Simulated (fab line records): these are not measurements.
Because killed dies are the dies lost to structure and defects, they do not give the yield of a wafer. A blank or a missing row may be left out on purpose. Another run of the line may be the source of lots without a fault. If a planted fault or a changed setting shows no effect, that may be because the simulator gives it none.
Which tool was responsible? | flow sky130 | 11 lots with 33 wafers sampled at 5 steps, on a route of 708 steps

== WHAT EACH GAUGE READ, for each wafer ==
SKY_SD_P_TW_MEAS_11. Usual: SD_P_TW gives 2844 (standard deviation 13).
lot  | measured     | on            | SD_P_TW        | flag
L129 | day 25 06:00 | film metro-02 | 2831 2819 2838 |
L130 | day 25 15:27 | film metro-04 | 2855 2843 2839 |
L135 | day 27 18:06 | film metro-02 | 2872 2849 2870 |
L137 | day 28 13:23 | film metro-01 | 2821 2826 2840 |
L139 | day 29 01:18 | film metro-01 | 2839 2853 2872 |
L141 | day 29 20:14 | film metro-04 | 2843 2841 2833 |
L148 | day 32 02:27 | film metro-01 | 2863 2853 2840 |
L149 | day 32 08:35 | film metro-02 | 2847 2832 2831 |
L150 | day 32 17:53 | film metro-04 | 2857 2846 2863 |
L151 | day 33 01:45 | film metro-02 | 2844 2840 2840 |
L152 | day 33 09:10 | film metro-04 | 2843 2860 2873 |

SKY_LI_CONTACT_RS_MEAS_22: measures by four-point-probe. Usual: LI_CONTACT_W_RS gives 0.286 ohm/sq (standard deviation 0.0041).
lot  | measured     | on            | LI_CONTACT_W_RS (ohm/sq) | flag
L129 | day 28 22:25 | film metro-02 | 0.284 0.281 0.286        |
L130 | day 29 08:22 | film metro-04 | 0.288 0.287 0.287        |
L135 | day 31 08:57 | film metro-04 | 0.288 0.286 0.289        |
L137 | day 32 03:04 | film metro-02 | 0.216 0.290 0.214        | OFF
L139 | day 32 14:16 | film metro-02 | 0.285 0.215 0.215        | OFF
L141 | day 33 08:14 | film metro-01 | 0.290 0.291 0.282        |
L148 | day 35 12:44 | film metro-01 | 0.293 0.292 0.292        |
L149 | day 35 18:40 | film metro-02 | 0.287 0.289 0.292        |
L150 | day 36 03:53 | film metro-01 | 0.291 0.292 0.288        |
L151 | day 36 10:53 | film metro-02 | 0.280 0.291 0.284        |
L152 | day 36 17:11 | film metro-01 | 0.286 0.283 0.287        |

SKY_LI_CONTACT_THK_MEAS_23: measures by xrf. Usual: LI_CONTACT_W_THK gives 407 nm (standard deviation 7.1).
lot  | measured     | on            | LI_CONTACT_W_THK (nm) | flag
L129 | day 28 22:32 | film metro-02 | 412 422 412           |
L130 | day 29 08:29 | film metro-04 | 395 397 398           |
L135 | day 31 09:04 | film metro-04 | 398 400 396           |
L137 | day 32 03:11 | film metro-02 | 541 401 549           | OFF
L139 | day 32 14:23 | film metro-02 | 408 550 553           | OFF
L141 | day 33 08:21 | film metro-01 | 404 401 413           |
L148 | day 35 12:51 | film metro-01 | 401 400 401           |
L149 | day 35 18:47 | film metro-02 | 414 413 408           |
L150 | day 36 04:00 | film metro-01 | 398 397 398           |
L151 | day 36 11:01 | film metro-02 | 423 406 413           |
L152 | day 36 17:17 | film metro-01 | 406 408 402           |

== EACH LOT AND THE TOOL THAT RAN IT (in order: tool; ch and the chambers of the sampled wafers; start) ==
lot  | SKY_LI_CONTACT_ETCH_15             | SKY_LI_CONTACT_CVD_21
L129 | rie diel-01 ch 0,2,3, day 28 21:46 | cvd w-01 ch 0,1, day 28 22:17
L130 | rie diel-03 ch 0,1,2, day 29 07:42 | cvd w-01 ch 0,1, day 29 08:14
L135 | rie diel-02 ch 1,2,3, day 31 08:17 | cvd w-01 ch 0,1, day 31 08:49
L137 | rie diel-03 ch 1,2, day 32 02:25   | cvd w-01 ch 0,1, day 32 02:56
L139 | rie diel-03 ch 1,2, day 32 13:37   | cvd w-01 ch 0,1, day 32 14:08
L141 | rie diel-03 ch 1,2,3, day 33 07:35 | cvd w-02 ch 0,1, day 33 08:07
L148 | rie diel-01 ch 0,2,3, day 35 12:05 | cvd w-01 ch 1, day 35 12:37
L149 | rie diel-02 ch 0,2,3, day 35 17:54 | cvd w-02 ch 0, day 35 18:25
L150 | rie diel-01 ch 0,1,3, day 36 03:11 | cvd w-02 ch 0, day 36 03:46
L151 | rie diel-02 ch 0,2,3, day 36 10:15 | cvd w-02 ch 0,1, day 36 10:46
L152 | rie diel-03 ch 1,2,3, day 36 16:31 | cvd w-01 ch 0,1, day 36 17:02
- SKY_LI_CONTACT_ETCH_15: etches PSG in C4F8/O2/Ar, stops on Si, target depth 600 nm.
- SKY_LI_CONTACT_CVD_21: deposits W, target thk 400 nm, time 120.56 s.

== WHAT THE TOOLS THEMSELVES READ (means of the sampled wafers that have a number; where no wafer has one, the mark that the record gives instead) ==
SKY_LI_CONTACT_ETCH_15. Usual: oes product au 0.837 a.u., standard deviation 0.0045.
lot  | tool        | oes product au (a.u.) | flag
L129 | rie diel-01 | 0.842                 |
L130 | rie diel-03 | 0.837                 |
L135 | rie diel-02 | 0.840                 |
L137 | rie diel-03 | 0.839                 |
L139 | rie diel-03 | 0.839                 |
L141 | rie diel-03 | 0.839                 |
L148 | rie diel-01 | 0.835                 |
L149 | rie diel-02 | 0.841                 |
L150 | rie diel-01 | 0.836                 |
L151 | rie diel-02 | 0.835                 |
L152 | rie diel-03 | 0.835                 |

SKY_LI_CONTACT_CVD_21. Usual: heater power w 839 W, standard deviation 64.
lot  | tool     | heater power w (W) | flag
L129 | cvd w-01 | 795                |
L130 | cvd w-01 | 784                |
L135 | cvd w-01 | 783                |
L137 | cvd w-01 | 793                |
L139 | cvd w-01 | 788                |
L141 | cvd w-02 | 894                |
L148 | cvd w-01 | 762                |
L149 | cvd w-02 | 933                |
L150 | cvd w-02 | 931                |
L151 | cvd w-02 | 915                |
L152 | cvd w-01 | 796                |

== THE ANSWER, worked out from the rows above alone ==
Rule: a lot counts as off when the mean over its wafers that have a number is more than 3 standard deviations away from the usual mean. A lot without any number at a reading at which 4 lots or more have one is off too. Where the step has rows for the other lots, those lots are counted as sound. After the gauges, taken in route order, come the tools' own readings; for these a lot's mean is taken, as printed above. At the first step where some lot is off, the reading lying furthest off is the one used; lots without a number count as furthest.
Off: L137, L139, seen at SKY_LI_CONTACT_RS_MEAS_22 (LI_CONTACT_W_RS).
If a tool, at a process step before that reading, ran all the lots that are off and no sound lot after the first of them, it fits. The gauges at SKY_LI_CONTACT_RS_MEAS_22 are tried like those tools. Not one of the candidates tried fits.

== WHAT HAD BEEN PUT IN BY THE SIMULATOR ==
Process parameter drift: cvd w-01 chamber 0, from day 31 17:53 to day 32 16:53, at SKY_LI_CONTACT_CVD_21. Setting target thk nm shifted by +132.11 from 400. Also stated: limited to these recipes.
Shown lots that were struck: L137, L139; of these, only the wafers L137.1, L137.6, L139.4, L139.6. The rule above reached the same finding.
